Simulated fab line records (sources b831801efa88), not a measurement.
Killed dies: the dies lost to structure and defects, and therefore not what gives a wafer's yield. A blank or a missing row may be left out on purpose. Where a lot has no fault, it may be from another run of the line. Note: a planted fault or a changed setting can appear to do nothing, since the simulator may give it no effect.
2 desks looking at one fault -- flow gf180mcu -- each desk holds nothing but its own numbers, with what lay behind them at the end

## THE METROLOGY DESK
What the gauges read, lot by lot, whatever tool the lot ran on: means of the sampled wafers that have a number. The brackets show how far a lot's mean lies from the usual mean; more than 4 standard deviations puts the lot out of limits, marked OUT.
Columns: A = INCOMING_BOW at GF_STI_BOW_MEAS_00, usual 0 um; B = DNWELL_TW at GF_DNWELL_TW_MEAS_09, usual 1344
lot,first seen here,A,B
L903,day 1 15:01,3,1349
L904,day 1 20:00,-1,1347
L905,day 2 01:04,-4,1351
L906,day 2 06:00,2,1342
L907,day 2 11:04,2,1351
L910,day 3 02:02,0,1325
L911,day 3 07:02,1,1345
L912,day 3 12:00,11,1345
L913,day 3 17:00,4,1339
L914,day 3 22:00,-3,1383 (+5.0) OUT
L915,day 4 03:01,10,1336
L917,day 4 13:02,-2,1396 (+6.8) OUT
L918,day 4 18:00,2,1411 (+8.7) OUT
This desk's finding: out of limits on L914, L917, L918; first on L914, day 5 17:14 (DNWELL_TW at GF_DNWELL_TW_MEAS_09). Within limits: L903, L904, L905, L906, L907, L910, L911, L912, L913, L915.

## FOR THE TOOL OWNER'S DESK: implanter-03
The tool's own readings at GF_DNWELL_IMPLANT_07: means of the sampled wafers that have a number, for each lot that ran on this tool. The brackets show how far a lot's mean lies from the usual mean; more than 4 standard deviations puts the lot out of limits, marked OUT.
Columns: A = beam on s at GF_DNWELL_IMPLANT_07, usual 10.01 s; B = end station pressure torr at GF_DNWELL_IMPLANT_07, usual 5.05e-06 Torr; C = faraday current uA at GF_DNWELL_IMPLANT_07, usual 56.3
lot,first seen here,A,B,C
L903,day 3 04:10,10.20,5.03e-06,55.3
L906,day 3 20:16,9.89,5.23e-06,57.0
L911,day 5 00:58,10.00,4.91e-06,56.6
L912,day 5 06:38,9.79,5.16e-06,57.5
L914,day 5 16:59,10.97 (+4.6) OUT,4.96e-06,52.2
L917,day 6 08:23,11.84 (+8.7) OUT,5.10e-06,48.8 (-6.2) OUT
L918,day 6 16:55,11.68 (+7.9) OUT,5.00e-06,49.1 (-6.0) OUT
This desk's finding: out of limits on L914, L917, L918; first on L914, day 5 16:59 (beam on s at GF_DNWELL_IMPLANT_07). Within limits: L903, L906, L911, L912.

## ALL TOGETHER
At day 5 16:59, on L914, L917, L918, the tool owner's desk was in a position to raise an alarm.
The metrology desk could have raised an alarm at day 5 17:14, on L914, L917, L918.
Of the lots named, all ran GF_DNWELL_IMPLANT_07 on implanter-03.

## WHAT THE SIMULATOR HAD PUT IN
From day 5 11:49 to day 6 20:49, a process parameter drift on implanter-03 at GF_DNWELL_IMPLANT_07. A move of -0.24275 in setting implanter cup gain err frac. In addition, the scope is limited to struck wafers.
Shown lots that were struck: L914, L917, L918.
Counting hours from when the fault started, the first reading out of limits came at 5 for the tool owner's desk and at 5 for the metrology desk.
